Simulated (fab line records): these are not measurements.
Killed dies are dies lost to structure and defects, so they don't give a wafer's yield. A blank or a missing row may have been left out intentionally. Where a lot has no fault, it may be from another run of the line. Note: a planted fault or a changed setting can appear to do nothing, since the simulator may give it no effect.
The tool behind it: which one? -- flow sky130 -- 12 lots, 36 wafers sampled, at 4 steps of a route of 708

== WHAT THE GAUGES SHOWED, per wafer ==
SKY_FIELD_ISO_THK_MEAS_25.
lot,measured,on,FIELD_ISO_CVD_24_THK (nm)
L227,day 2 14:47,film metro-01,584 589 591
L228,day 2 14:47,film metro-03,600 594 591
L229,day 2 17:12,film metro-03,606 605 605
L231,day 3 03:46,film metro-04,600 597 598
L236,day 4 07:08,film metro-03,598 604 600
L239,day 4 22:48,film metro-03,600 590 591
L241,day 5 13:22,film metro-01,589 587 586
L243,day 5 22:23,film metro-04,592 587 592
L244,day 6 00:47,film metro-03,591 591 594
L247,day 6 15:34,film metro-01,589 594 594
L249,day 7 03:29,film metro-03,593 588 588
L250,day 7 11:25,film metro-01,591 590 584

SKY_PWDE_TW_MEAS_10.
lot,measured,on,PWDE_TW
L227,day 4 03:56,film metro-02,373.5 375.5 374.5
L228,day 4 04:46,film metro-04,377.2 378.8 376.8
L229,day 4 07:13,film metro-02,376.1 373.7 375.6
L231,day 4 18:14,film metro-01,370.7 370.8 368.2
L236,day 5 23:04,film metro-04,372.4 376.0 373.2
L239,day 6 17:42,film metro-01,373.0 371.7 371.0
L241,day 7 07:36,film metro-04,374.7 374.6 372.9
L243,day 7 19:58,film metro-04,371.6 372.4 372.9
L244,day 7 21:40,film metro-04,374.6 374.4 373.1
L247,day 8 11:57,film metro-04,375.1 375.1 374.7
L249,day 8 21:37,film metro-01,366.9 366.1 365.6
L250,day 10 00:10,film metro-02,374.2 376.1 374.9

SKY_VT_ADJUST_LVTN_TW_MEAS_21.
lot,measured,on,VT_ADJUST_LVTN_2_TW
L227,day 8 00:09,film metro-03,186.8 186.4 186.0
L228,day 8 02:18,film metro-02,189.3 189.2 188.6
L229,day 8 05:06,film metro-02,189.1 188.5 187.8
L231,day 8 15:10,film metro-02,188.0 188.9 188.2
L236,day 10 01:26,film metro-02,210.2 210.0 209.8
L239,day 11 00:28,film metro-04,209.5 208.7 209.4
L241,day 11 15:34,film metro-04,209.9 209.4 208.6
L243,day 12 06:08,film metro-04,189.1 189.4 189.1
L244,day 12 08:37,film metro-04,189.1 188.0 188.4
L247,day 13 02:31,film metro-02,187.8 189.6 189.0
L249,day 13 15:04,film metro-03,187.2 186.8 186.2
L250,day 14 20:58,film metro-03,186.4 186.5 186.3

== EACH LOT AND THE TOOL THAT RAN IT (in order: tool; ch and the chambers of the sampled wafers; start) ==
lot,SKY_VT_ADJUST_LVTN_IMPLANT_19
L227,"implanter-01 ch 0, day 7 23:54"
L228,"implanter-01 ch 0, day 8 02:03"
L229,"implanter-04 ch 0, day 8 04:51"
L231,"implanter-04 ch 0, day 8 14:55"
L236,"implanter-04 ch 0, day 10 01:12"
L239,"implanter-04 ch 0, day 11 00:13"
L241,"implanter-04 ch 0, day 11 15:20"
L243,"implanter-01 ch 0, day 12 05:56"
L244,"implanter-01 ch 0, day 12 08:23"
L247,"implanter-01 ch 0, day 13 02:16"
L249,"implanter-02 ch 0, day 13 14:49"
L250,"implanter-01 ch 0, day 14 20:45"
- SKY_VT_ADJUST_LVTN_IMPLANT_19

== WHAT THE TOOLS THEMSELVES READ (means of the sampled wafers that have a number; where no wafer has one, the mark that the record gives instead) ==
SKY_VT_ADJUST_LVTN_IMPLANT_19.
lot,tool,beam energy keV,dose ions cm2,faraday current uA
L227,implanter-01,29.995,6.5e+11,3.62
L228,implanter-01,30.012,6.5e+11,3.64
L229,implanter-04,29.991,6.5e+11,3.64
L231,implanter-04,29.995,6.5e+11,3.66
L236,implanter-04,29.997,9.6e+11,5.52
L239,implanter-04,30.003,9.6e+11,5.37
L241,implanter-04,30.001,9.6e+11,5.44
L243,implanter-01,30.014,6.5e+11,3.68
L244,implanter-01,29.997,6.5e+11,3.69
L247,implanter-01,29.992,6.5e+11,3.72
L249,implanter-02,29.997,6.5e+11,3.66
L250,implanter-01,30.004,6.5e+11,3.72

== THE ANSWER, worked out from the rows above alone ==
Rule: the usual values come from the lots themselves. Put in order of their means at a reading, lots are off if they are a third of the lots or fewer, leave a main group of 4 or more, and stand apart from it by a gap of 3 or more times the standard deviation of the main group's means; of several such gaps the widest counts. A main group is skipped when, at the precision printed for the reading in the tables above, its means are all equal. A lot without any number at a reading at which 4 lots or more have one is off too. Where the step has rows for the other lots, those lots are counted as sound. After the gauges, taken in route order, come the tools' own readings; for these a lot's mean is taken, as printed above. The first step at which some lot is off is used, and at that step the reading that is off furthest; a lot without a number counts as furthest.
Off: at SKY_VT_ADJUST_LVTN_TW_MEAS_21 (VT_ADJUST_LVTN_2_TW), L236, L239, L241. Mean 188.0 and standard deviation 1.1 in the main group.
If a tool, at a process step before that reading, ran all the lots that are off and no sound lot after the first of them, it fits. The gauges at SKY_VT_ADJUST_LVTN_TW_MEAS_21 aren't tried: what is off there is off at SKY_VT_ADJUST_LVTN_IMPLANT_19 too, on other tools, and a gauge's error can't cause that. One fits: implanter-04 at SKY_VT_ADJUST_LVTN_IMPLANT_19. Its last sound lot is L231 (day 8 14:55), its first lot that is off L236 (day 10 01:12): a fault that began between those two fits.
The tool's own readings at SKY_VT_ADJUST_LVTN_IMPLANT_19 bear it out: on the lots that are off they differ by more than 5 times the standard deviation of the sound lots' means. dose ions cm2 reads 9.6e+11 there against 6.5e+11 on the sound lots; faraday current uA reads 5.44 there against 3.67 on the sound lots.

== WHAT WAS PUT IN BY THE SIMULATOR ==
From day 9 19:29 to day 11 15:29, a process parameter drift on implanter-04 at SKY_VT_ADJUST_LVTN_IMPLANT_19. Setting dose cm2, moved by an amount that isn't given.
Shown lots that were struck: L236, L239, L241. The same result came from the rule above.
